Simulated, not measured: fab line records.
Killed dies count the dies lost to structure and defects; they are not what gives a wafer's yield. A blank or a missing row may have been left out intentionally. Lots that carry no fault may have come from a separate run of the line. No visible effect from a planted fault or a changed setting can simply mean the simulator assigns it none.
fab line records :: flow sky130
record:
  lots: 7
  wafers: 21
  last_day: 50
route steps=708 shown LDD_N@249 LDD_P@255 PAD_OPEN@708
lots untouched by any fault: they come from a run of this same line in which no faults occurred
start_h: hours from the record's opening day to when the first of the lot's shown wafers began :: wait_h: hours from the lot's prior step to this one :: " unchanged from the row above :: L1.1+2: several wafers, shown together as one row :: - no value, or no start given :: * or withheld: withheld :: < > ~ a bound
route shown NAME@n: NAME is a module with steps in the file, n the number in the route of the first one :: usual: the fault-free wafers' mean and standard deviation :: same: alike in all rows :: chamber/n: place in a boat :: sites: each site's reading :: _std_site: standard deviation across them :: _edge_site: the outer-site mean with the inner-site mean subtracted :: radius_mm: for every site, how far away it sits from the centre of the wafer :: mask NAME#n: copy n :: behind: the tool/chamber that last shaped the wafer :: hold: why the lot was held/for how many hours/how that ended :: device: the transistor (n, p or np) that didn't switch :: end of line: the tests these same wafers got at the end of their route :: step lacking rows: just its recipe :: killed: dies that structure and defects cost at the first sort, which is not the same as the wafer's yield :: map: per-die view of a wafer (x killed, . not killed, _ where there is no die)
set.NAME: the setting that was run; set.NAME@STEP: the one run at that earlier step :: model.NAME: the simulator's own value behind a step, which no gauge read
lots seen at some steps along the route; tables by step, rows by wafer
services: the hour from which a tool's chamber was out of use, counted from the record's first day as start_h (under 0 if before that day), plus the number of hours and why
== steps ==
step: SKY_LDD_N_IMPLANT_12
recipe:
  species: BF2
  energy_kev: 50
  dose_cm2: 5e+12
  tilt_deg: 30
  rotation_deg: 0
step: SKY_LDD_N_IMPLANT_13
recipe:
  species: BF2
  energy_kev: 50
  dose_cm2: 5e+12
  tilt_deg: 30
  rotation_deg: 90
step: SKY_LDD_N_IMPLANT_14
recipe:
  species: BF2
  energy_kev: 50
  dose_cm2: 5e+12
  tilt_deg: 30
  rotation_deg: 180
step: SKY_LDD_N_IMPLANT_15
recipe:
  species: BF2
  energy_kev: 50
  dose_cm2: 5e+12
  tilt_deg: 30
  rotation_deg: 270
step: SKY_LDD_N_STRIP_16
recipe:
  chemistry: O2/N2
  power_w: 1400
  pressure_mtorr: 1500
  platen_temp_c: withheld
  o2_flow_sccm: 3000
  n2_flow_sccm: 300
  overash_fraction: 0.5
usual:
  chamber_pressure_mTorr: 1499.8/1.4
  drypump_motor_current_A: 5.7/0.47
  oes_product_au: 0.407/0.0046
  strip_time_to_endpoint_s: 4.314/0.013
lot.wafer: L961.3
tool: plasma_asher-04
chamber: 0
start_h: 462.69
wait_h: 0.1
chamber_pressure_mTorr: 1500.2
drypump_motor_current_A: 6.0
oes_product_au: 0.408
rf_hours_counter_h: -
strip_time_to_endpoint_s: 4.331

lot.wafer: L961.4
tool: plasma_asher-04
chamber: 1
start_h: 462.69
wait_h: 0.1
chamber_pressure_mTorr: 1497.0
drypump_motor_current_A: 5.9
oes_product_au: 0.404
rf_hours_counter_h: -
strip_time_to_endpoint_s: 4.306

lot.wafer: L961.5
tool: plasma_asher-04
chamber: 1
start_h: 462.69
wait_h: 0.1
chamber_pressure_mTorr: 1500.7
drypump_motor_current_A: 5.9
oes_product_au: 0.402
rf_hours_counter_h: -
strip_time_to_endpoint_s: 4.303

lot.wafer: L969.1
tool: plasma_asher-02
chamber: 0
start_h: 532.25
wait_h: 0.1
chamber_pressure_mTorr: 1500.6
drypump_motor_current_A: 4.8
oes_product_au: 0.405
rf_hours_counter_h: 39
strip_time_to_endpoint_s: 4.320

lot.wafer: L969.2
tool: plasma_asher-02
chamber: 1
start_h: 532.25
wait_h: 0.1
chamber_pressure_mTorr: 1500.3
drypump_motor_current_A: 5.8
oes_product_au: 0.402
rf_hours_counter_h: 39
strip_time_to_endpoint_s: 4.309

lot.wafer: L969.5
tool: plasma_asher-02
chamber: 0
start_h: 532.25
wait_h: 0.1
chamber_pressure_mTorr: 1500.7
drypump_motor_current_A: 4.8
oes_product_au: 0.411
rf_hours_counter_h: -
strip_time_to_endpoint_s: 4.311

lot.wafer: L971.1
tool: plasma_asher-02
chamber: 0
start_h: 553.60
wait_h: 0.1
chamber_pressure_mTorr: 1502.2
drypump_motor_current_A: 4.8
oes_product_au: 0.411
rf_hours_counter_h: 41
strip_time_to_endpoint_s: 4.332

lot.wafer: L971.3
tool: plasma_asher-02
chamber: 0
start_h: 553.60
wait_h: 0.1
chamber_pressure_mTorr: 1499.6
drypump_motor_current_A: 4.8
oes_product_au: 0.401
rf_hours_counter_h: -
strip_time_to_endpoint_s: 4.324

lot.wafer: L971.5
tool: plasma_asher-02
chamber: 1
start_h: 553.60
wait_h: 0.1
chamber_pressure_mTorr: 1500.1
drypump_motor_current_A: 5.8
oes_product_au: 0.397
rf_hours_counter_h: -
strip_time_to_endpoint_s: 4.338

lot.wafer: L975.3
tool: plasma_asher-03
chamber: 1
start_h: 581.09
wait_h: 0.1
chamber_pressure_mTorr: 1502.1
drypump_motor_current_A: 6.1
oes_product_au: 0.409
rf_hours_counter_h: -
strip_time_to_endpoint_s: 4.334

lot.wafer: L975.5
tool: plasma_asher-03
chamber: 1
start_h: 581.09
wait_h: 0.1
chamber_pressure_mTorr: 1498.1
drypump_motor_current_A: 6.1
oes_product_au: 0.403
rf_hours_counter_h: -
strip_time_to_endpoint_s: 4.322

lot.wafer: L975.6
tool: plasma_asher-03
chamber: 0
start_h: 581.09
wait_h: 0.1
chamber_pressure_mTorr: 1500.9
drypump_motor_current_A: 5.7
oes_product_au: 0.405
rf_hours_counter_h: -
strip_time_to_endpoint_s: 4.332

lot.wafer: L973.2
tool: plasma_asher-04
chamber: 0
start_h: 583.25
wait_h: 0.1
chamber_pressure_mTorr: 1496.9
drypump_motor_current_A: 6.0
oes_product_au: 0.414
rf_hours_counter_h: 17
strip_time_to_endpoint_s: 4.332

lot.wafer: L973.4
tool: plasma_asher-04
chamber: 0
start_h: 583.25
wait_h: 0.1
chamber_pressure_mTorr: 1502.1
drypump_motor_current_A: 6.0
oes_product_au: 0.405
rf_hours_counter_h: -
strip_time_to_endpoint_s: 4.317

lot.wafer: L973.6
tool: plasma_asher-04
chamber: 0
start_h: 583.25
wait_h: 0.1
chamber_pressure_mTorr: 1498.1
drypump_motor_current_A: 6.0
oes_product_au: 0.400
rf_hours_counter_h: -
strip_time_to_endpoint_s: 4.310

lot.wafer: L976.3
tool: plasma_asher-02
chamber: 1
start_h: 589.94
wait_h: 0.1
chamber_pressure_mTorr: 1498.3
drypump_motor_current_A: 5.8
oes_product_au: 0.413
rf_hours_counter_h: -
strip_time_to_endpoint_s: 4.308

lot.wafer: L976.5
tool: plasma_asher-02
chamber: 0
start_h: 589.94
wait_h: 0.1
chamber_pressure_mTorr: 1500.3
drypump_motor_current_A: 4.8
oes_product_au: 0.407
rf_hours_counter_h: -
strip_time_to_endpoint_s: 4.310

lot.wafer: L976.6
tool: plasma_asher-02
chamber: 1
start_h: 589.94
wait_h: 0.1
chamber_pressure_mTorr: 1498.3
drypump_motor_current_A: 5.8
oes_product_au: 0.412
rf_hours_counter_h: -
strip_time_to_endpoint_s: 4.304

lot.wafer: L977.2
tool: plasma_asher-02
chamber: 0
start_h: 598.30
wait_h: 0.1
chamber_pressure_mTorr: 1498.5
drypump_motor_current_A: 4.8
oes_product_au: 0.407
rf_hours_counter_h: 45
strip_time_to_endpoint_s: 4.326

lot.wafer: L977.3
tool: plasma_asher-02
chamber: 0
start_h: 598.30
wait_h: 0.1
chamber_pressure_mTorr: 1497.8
drypump_motor_current_A: 4.8
oes_product_au: 0.406
rf_hours_counter_h: -
strip_time_to_endpoint_s: 4.319

lot.wafer: L977.6
tool: plasma_asher-02
chamber: 1
start_h: 598.30
wait_h: 0.1
chamber_pressure_mTorr: 1500.7
drypump_motor_current_A: 5.8
oes_product_au: 0.401
rf_hours_counter_h: -
strip_time_to_endpoint_s: 4.320
step: SKY_LDD_N_TW_MEAS_17
usual:
  LDD_N_TW: 2593/16
lot.wafer: L961.3
tool: film_metro-02
chamber: -
start_h: 462.77
wait_h: 0.1
LDD_N_TW: 2606

lot.wafer: L961.4
tool: film_metro-02
chamber: -
start_h: 462.77
wait_h: 0.1
LDD_N_TW: 2603

lot.wafer: L961.5
tool: film_metro-02
chamber: -
start_h: 462.77
wait_h: 0.1
LDD_N_TW: 2609

lot.wafer: L969.1
tool: film_metro-04
chamber: -
start_h: 532.35
wait_h: 0.1
LDD_N_TW: 2611

lot.wafer: L969.2
tool: film_metro-04
chamber: -
start_h: 532.35
wait_h: 0.1
LDD_N_TW: 2616

lot.wafer: L969.5
tool: film_metro-04
chamber: -
start_h: 532.35
wait_h: 0.1
LDD_N_TW: 2616

lot.wafer: L971.1
tool: film_metro-04
chamber: -
start_h: 553.70
wait_h: 0.1
LDD_N_TW: 2599

lot.wafer: L971.3
tool: film_metro-04
chamber: -
start_h: 553.70
wait_h: 0.1
LDD_N_TW: 2594

lot.wafer: L971.5
tool: film_metro-04
chamber: -
start_h: 553.70
wait_h: 0.1
LDD_N_TW: 2603

lot.wafer: L975.3
tool: film_metro-02
chamber: -
start_h: 581.17
wait_h: 0.1
LDD_N_TW: 2615

lot.wafer: L975.5
tool: film_metro-02
chamber: -
start_h: 581.17
wait_h: 0.1
LDD_N_TW: 2614

lot.wafer: L975.6
tool: film_metro-02
chamber: -
start_h: 581.17
wait_h: 0.1
LDD_N_TW: 2615

lot.wafer: L973.2
tool: film_metro-02
chamber: -
start_h: 583.36
wait_h: 0.1
LDD_N_TW: 2605

lot.wafer: L973.4
tool: film_metro-02
chamber: -
start_h: 583.36
wait_h: 0.1
LDD_N_TW: 2608

lot.wafer: L973.6
tool: film_metro-02
chamber: -
start_h: 583.36
wait_h: 0.1
LDD_N_TW: 2617

lot.wafer: L976.3
tool: film_metro-03
chamber: -
start_h: 590.02
wait_h: 0.1
LDD_N_TW: 2567

lot.wafer: L976.5
tool: film_metro-03
chamber: -
start_h: 590.02
wait_h: 0.1
LDD_N_TW: 2571

lot.wafer: L976.6
tool: film_metro-03
chamber: -
start_h: 590.02
wait_h: 0.1
LDD_N_TW: 2575

lot.wafer: L977.2
tool: film_metro-03
chamber: -
start_h: 598.41
wait_h: 0.1
LDD_N_TW: 2575

lot.wafer: L977.3
tool: film_metro-03
chamber: -
start_h: 598.41
wait_h: 0.1
LDD_N_TW: 2572

lot.wafer: L977.6
tool: film_metro-03
chamber: -
start_h: 598.41
wait_h: 0.1
LDD_N_TW: 2585
step: SKY_LDD_P_DEHYDRATE_00
recipe:
  temp_c: 200
  time_s: 60
step: SKY_LDD_P_HMDS_01
recipe:
  prime_time_s: 60
  prime_temp_c: 120
step: SKY_LDD_P_COAT_02
recipe:
  resist: NOVOLAK
  spin_rpm: 3000
  resist_thk_nm: 1140
step: SKY_LDD_P_SOFTBAKE_03
recipe:
  temp_c: 90
  time_s: 60
  resist: NOVOLAK
step: SKY_LDD_P_EXPOSE_04
recipe:
  mask_id: PSDM
  na: 0.6
  source_shape: conventional
  sigma_outer: 0.6
  polarization: unpolarized
  target_cd_nm: 380
  dose_mj: 138
step: SKY_LDD_P_PEB_05
recipe:
  temp_c: withheld
  time_s: *
  resist: NOVOLAK
step: SKY_LDD_P_DEVELOP_06
recipe:
  resist: NOVOLAK
  developer: TMAH
  develop_time_s: 60
  dev_temp_c: 23
lot.wafer: L961.3+4+5
tool: litho_track-04
chamber: 0
start_h: 493.16
wait_h: 0.1

lot.wafer: L969.1+2+5
tool: litho_track-01
chamber: 0
start_h: 561.87
wait_h: 0.1

lot.wafer: L971.1+3+5
tool: litho_track-02
chamber: 0
start_h: 583.09
wait_h: 0.1

lot.wafer: L975.3+5+6
tool: litho_track-01
chamber: 0
start_h: 610.12
wait_h: 0.1

lot.wafer: L973.2+4+6
tool: litho_track-04
chamber: 0
start_h: 611.29
wait_h: 0.1

lot.wafer: L976.3+5+6
tool: litho_track-01
chamber: 0
start_h: 618.97
wait_h: 0.1

lot.wafer: L977.2+3+6
tool: litho_track-01
chamber: 0
start_h: 627.34
wait_h: 0.1
step: SKY_LDD_P_CD_MEAS_07
recipe:
  target_cd_nm: 380
usual:
  cd_nm: 380.1/2.9
lot.wafer: L961.3
tool: cd_sem-02
chamber: -
start_h: 493.30
wait_h: 0.1
hold: -
cd_nm: 379.3

lot.wafer: L961.4
tool: cd_sem-02
chamber: -
start_h: 493.30
wait_h: 0.1
hold: -
cd_nm: 380.1

lot.wafer: L961.5
tool: cd_sem-02
chamber: -
start_h: 493.30
wait_h: 0.1
hold: -
cd_nm: 378.2

lot.wafer: L969.1
tool: cd_sem-02
chamber: -
start_h: 562.02
wait_h: 0.1
hold: -
cd_nm: 385.2

lot.wafer: L969.2
tool: cd_sem-02
chamber: -
start_h: 562.02
wait_h: 0.1
hold: -
cd_nm: 385.4

lot.wafer: L969.5
tool: cd_sem-02
chamber: -
start_h: 562.02
wait_h: 0.1
hold: -
cd_nm: 386.0

lot.wafer: L971.1
tool: cd_sem-01
chamber: -
start_h: 583.24
wait_h: 0.1
hold: -
cd_nm: 378.5

lot.wafer: L971.3
tool: cd_sem-01
chamber: -
start_h: 583.24
wait_h: 0.1
hold: -
cd_nm: 376.6

lot.wafer: L971.5
tool: cd_sem-01
chamber: -
start_h: 583.24
wait_h: 0.1
hold: -
cd_nm: 375.6

lot.wafer: L975.3
tool: cd_sem-02
chamber: -
start_h: 610.26
wait_h: 0.1
hold: await_dispo/0.2h/release
cd_nm: 403.2

lot.wafer: L975.5
tool: cd_sem-02
chamber: -
start_h: 610.26
wait_h: 0.1
hold: await_dispo/0.2h/release
cd_nm: 403.2

lot.wafer: L975.6
tool: cd_sem-02
chamber: -
start_h: 610.26
wait_h: 0.1
hold: await_dispo/0.2h/release
cd_nm: 402.3

lot.wafer: L975.3
tool: cd_sem-02
chamber: -
start_h: 610.73
wait_h: 0.4
hold: -
cd_nm: 403.2

lot.wafer: L975.5
tool: cd_sem-02
chamber: -
start_h: 610.73
wait_h: 0.4
hold: -
cd_nm: 403.4

lot.wafer: L975.6
tool: cd_sem-02
chamber: -
start_h: 610.73
wait_h: 0.4
hold: -
cd_nm: 402.2

lot.wafer: L973.2
tool: cd_sem-01
chamber: -
start_h: 611.43
wait_h: 0.1
hold: -
cd_nm: 386.2

lot.wafer: L973.4
tool: cd_sem-01
chamber: -
start_h: 611.43
wait_h: 0.1
hold: -
cd_nm: 386.4

lot.wafer: L973.6
tool: cd_sem-01
chamber: -
start_h: 611.43
wait_h: 0.1
hold: -
cd_nm: 385.8

lot.wafer: L976.3
tool: cd_sem-01
chamber: -
start_h: 619.11
wait_h: 0.1
hold: await_dispo/0.2h/release
cd_nm: 399.3

lot.wafer: L976.5
tool: cd_sem-01
chamber: -
start_h: 619.11
wait_h: 0.1
hold: await_dispo/0.2h/release
cd_nm: 399.2

lot.wafer: L976.6
tool: cd_sem-01
chamber: -
start_h: 619.11
wait_h: 0.1
hold: await_dispo/0.2h/release
cd_nm: 399.7

lot.wafer: L976.3
tool: cd_sem-01
chamber: -
start_h: 619.53
wait_h: 0.4
hold: -
cd_nm: 399.1

lot.wafer: L976.5
tool: cd_sem-01
chamber: -
start_h: 619.53
wait_h: 0.4
hold: -
cd_nm: 399.2

lot.wafer: L976.6
tool: cd_sem-01
chamber: -
start_h: 619.53
wait_h: 0.4
hold: -
cd_nm: 399.5

lot.wafer: L977.2
tool: cd_sem-02
chamber: -
start_h: 627.49
wait_h: 0.1
hold: await_dispo/0.2h/release
cd_nm: 401.9

lot.wafer: L977.3
tool: cd_sem-02
chamber: -
start_h: 627.49
wait_h: 0.1
hold: await_dispo/0.2h/release
cd_nm: 402.4

lot.wafer: L977.6
tool: cd_sem-02
chamber: -
start_h: 627.49
wait_h: 0.1
hold: await_dispo/0.2h/release
cd_nm: 402.3

lot.wafer: L977.2
tool: cd_sem-02
chamber: -
start_h: 627.77
wait_h: 0.3
hold: -
cd_nm: 401.9

lot.wafer: L977.3
tool: cd_sem-02
chamber: -
start_h: 627.77
wait_h: 0.3
hold: -
cd_nm: 402.2

lot.wafer: L977.6
tool: cd_sem-02
chamber: -
start_h: 627.77
wait_h: 0.3
hold: -
cd_nm: 402.2
step: SKY_LDD_P_OVL_MEAS_08
usual:
  LDD_P_OVL: -0.4/1.4
lot.wafer: L961.3
tool: overlay-02
chamber: -
start_h: 493.39
wait_h: 0.1
hold: -
LDD_P_OVL[nm]: -2.6

lot.wafer: L961.4
tool: overlay-02
chamber: -
start_h: 493.39
wait_h: 0.1
hold: -
LDD_P_OVL[nm]: 0.0

lot.wafer: L961.5
tool: overlay-02
chamber: -
start_h: 493.39
wait_h: 0.1
hold: -
LDD_P_OVL[nm]: -1.1

lot.wafer: L969.1
tool: overlay-01
chamber: -
start_h: 562.14
wait_h: 0.1
hold: -
LDD_P_OVL[nm]: -1.1

lot.wafer: L969.2
tool: overlay-01
chamber: -
start_h: 562.14
wait_h: 0.1
hold: -
LDD_P_OVL[nm]: -2.6

lot.wafer: L969.5
tool: overlay-01
chamber: -
start_h: 562.14
wait_h: 0.1
hold: -
LDD_P_OVL[nm]: -0.8

lot.wafer: L971.1
tool: overlay-02
chamber: -
start_h: 583.36
wait_h: 0.1
hold: -
LDD_P_OVL[nm]: -0.6

lot.wafer: L971.3
tool: overlay-02
chamber: -
start_h: 583.36
wait_h: 0.1
hold: -
LDD_P_OVL[nm]: 0.1

lot.wafer: L971.5
tool: overlay-02
chamber: -
start_h: 583.36
wait_h: 0.1
hold: -
LDD_P_OVL[nm]: -1.3

lot.wafer: L973.2
tool: overlay-01
chamber: -
start_h: 611.54
wait_h: 0.1
hold: -
LDD_P_OVL[nm]: -1.3

lot.wafer: L973.4
tool: overlay-01
chamber: -
start_h: 611.54
wait_h: 0.1
hold: -
LDD_P_OVL[nm]: -0.2

lot.wafer: L973.6
tool: overlay-01
chamber: -
start_h: 611.54
wait_h: 0.1
hold: -
LDD_P_OVL[nm]: -1.0

lot.wafer: L975.3
tool: overlay-01
chamber: -
start_h: 612.74
wait_h: 2.0
hold: await_dispo/1.9h/release
LDD_P_OVL[nm]: -0.9

lot.wafer: L975.5
tool: overlay-01
chamber: -
start_h: 612.74
wait_h: 2.0
hold: await_dispo/1.9h/release
LDD_P_OVL[nm]: 0.4

lot.wafer: L975.6
tool: overlay-01
chamber: -
start_h: 612.74
wait_h: 2.0
hold: await_dispo/1.9h/release
LDD_P_OVL[nm]: -0.7

lot.wafer: L976.3
tool: overlay-02
chamber: -
start_h: 622.66
wait_h: 3.1
hold: await_dispo/3.0h/release
LDD_P_OVL[nm]: -1.1

lot.wafer: L976.5
tool: overlay-02
chamber: -
start_h: 622.66
wait_h: 3.1
hold: await_dispo/3.0h/release
LDD_P_OVL[nm]: -0.4

lot.wafer: L976.6
tool: overlay-02
chamber: -
start_h: 622.66
wait_h: 3.1
hold: await_dispo/3.0h/release
LDD_P_OVL[nm]: 0.1

lot.wafer: L977.2
tool: overlay-01
chamber: -
start_h: 629.56
wait_h: 1.8
hold: await_dispo/1.7h/release
LDD_P_OVL[nm]: 0.7

lot.wafer: L977.3
tool: overlay-01
chamber: -
start_h: 629.56
wait_h: 1.8
hold: await_dispo/1.7h/release
LDD_P_OVL[nm]: 0.2

lot.wafer: L977.6
tool: overlay-01
chamber: -
start_h: 629.56
wait_h: 1.8
hold: await_dispo/1.7h/release
LDD_P_OVL[nm]: 1.5
step: SKY_PAD_OPEN_PROBE_99
usual:
  killed_at_M0_to_M3: 43/7.2
  killed_at_M4_up: 3.2/1.8
  killed_at_contacts: 23/5.6
  killed_at_front_end: 15/4.6
  killed_at_other: 0.3/0.71
  killed_dies: 85/10
  killed_open: 46/7.8
  killed_short: 38/6.5
same:
  gross_dies: 492
  killed_at_back_side: 0
lot.wafer: L961.3
tool: prober-01
chamber: -
start_h: 1115.84
wait_h: 0.2
killed_at_M0_to_M3: 49
killed_at_M4_up: 4
killed_at_contacts: 26
killed_at_front_end: 16
killed_at_other: 0
killed_dies: 95
killed_open: 51
killed_short: 44

lot.wafer: L969.1
tool: prober-02
chamber: -
start_h: 1160.15
wait_h: 0.1
killed_at_M0_to_M3: 36
killed_at_M4_up: 2
killed_at_contacts: 34
killed_at_front_end: 25
killed_at_other: 0
killed_dies: 97
killed_open: 53
killed_short: 43

lot.wafer: L969.2
tool: prober-02
chamber: -
start_h: 1160.20
wait_h: 0.1
killed_at_M0_to_M3: 41
killed_at_M4_up: 2
killed_at_contacts: 19
killed_at_front_end: 24
killed_at_other: 0
killed_dies: 86
killed_open: 47
killed_short: 38

lot.wafer: L969.5
tool: prober-02
chamber: -
start_h: 1160.35
wait_h: 0.2
killed_at_M0_to_M3: 36
killed_at_M4_up: 0
killed_at_contacts: 23
killed_at_front_end: 13
killed_at_other: 0
killed_dies: 72
killed_open: 41
killed_short: 29

lot.wafer: L975.6
tool: prober-02
chamber: -
start_h: 1189.41
wait_h: 0.2
killed_at_M0_to_M3: 34
killed_at_M4_up: 3
killed_at_contacts: 16
killed_at_front_end: 18
killed_at_other: 0
killed_dies: 71
killed_open: 29
killed_short: 41

lot.wafer: L976.6
tool: prober-01
chamber: -
start_h: 1194.43
wait_h: 0.2
killed_at_M0_to_M3: 37
killed_at_M4_up: 7
killed_at_contacts: 21
killed_at_front_end: 20
killed_at_other: 2
killed_dies: 87
killed_open: 46
killed_short: 41
killed by level:class
L961.3 VIA1:geometric_particle:open=9 CONTACT:geometric_particle:short=8 CONTACT:geometric_particle:open=7 VIA2:geometric_particle:short=7 VIA3:geometric_particle:open=7 POLY_GATE:geometric_particle:open=6 LI_CONTACT:geometric_particle:open=6 VIA2:geometric_particle:open=6
L969.1 CONTACT:geometric_particle:open=13 VIA1:geometric_particle:open=11 FIELD_ISO:geometric_particle:open=8 CONTACT:geometric_particle:short=8 LOCAL_INTERCONNECT:geometric_particle:short=7 METAL1:geometric_particle:short=6 POLY_GATE:geometric_particle:short=5 VIA2:geometric_particle:open=5
L969.2 CONTACT:geometric_particle:open=10 METAL3:geometric_particle:short=6 VIA3:geometric_particle:open=6 FIELD_ISO:geometric_particle:open=5 POLY_GATE:geometric_particle:open=5 METAL1:geometric_particle:short=5 POLY_GATE:geometric_particle:short=4 VIA1:geometric_particle:open=4
L969.5 VIA1:geometric_particle:open=9 LI_CONTACT:geometric_particle:open=7 CONTACT:geometric_particle:open=7 VIA2:geometric_particle:open=6 VIA1:geometric_particle:short=5 FIELD_ISO:geometric_particle:short=4 LI_CONTACT:geometric_particle:short=4 METAL2:geometric_particle:short=4
L975.6 METAL1:geometric_particle:short=9 METAL2:geometric_particle:short=9 CONTACT:geometric_particle:open=8 FIELD_ISO:geometric_particle:short=6 POLY_GATE:geometric_particle:open=4 CONTACT:geometric_particle:short=4 VIA3:geometric_particle:open=4 POLY_GATE:geometric_particle:short=3
L976.6 VIA1:geometric_particle:open=11 FIELD_ISO:geometric_particle:open=7 LI_CONTACT:geometric_particle:open=6 CONTACT:geometric_particle:open=6 VIA1:geometric_particle:short=6 FIELD_ISO:geometric_particle:short=5 POLY_GATE:geometric_particle:open=5 CONTACT:geometric_particle:short=4
== services ==
tool: plasma_asher-03
chamber: -
start_h: 506.05
hours: 20.6
kind: repair

tool: plasma_asher-02
chamber: -
start_h: 541.10
hours: 0.4
kind: repair

tool: plasma_asher-03
chamber: -
start_h: 590.43
hours: 0.4
kind: repair
== key ==
first_sign:
  step: SKY_LDD_P_CD_MEAS_07
  reading: visit
  direction: added
effect:
  step: SKY_LDD_P_CD_MEAS_07
  reading: cd_nm
  direction: up
  sigmas: 7.4
  usual: 380.1
  struck: 401.5
met_at SKY_LDD_P_DEVELOP_06
struck_wafers L975.3,L975.5,L975.6,L976.3,L976.5,L976.6,L977.2,L977.3,L977.6
rows_end L975.5,L977.3
tester_left_out L975,L976,L977
onset_between 561.87 610.12
fault:
  kind: process_parameter_drift
  tool: litho_track-01
  chamber: -
  onset_h: 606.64
  steps: SKY_LDD_P_DEVELOP_06
  channel: develop_time_s
  offset: *
  shape: step
  end_h: 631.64
  acts_in: *
  stated: *
tester_left_out: of these lots the tester's yield and bins aren't shown, on N5 and GAA mostly nor the transistor test; their killed dies are dies lost to structure and defects alone, not to doping, threshold or leakage, so they don't give the yield
rows_end: these wafers met a further fault down the route, and their rows from its step on are left out
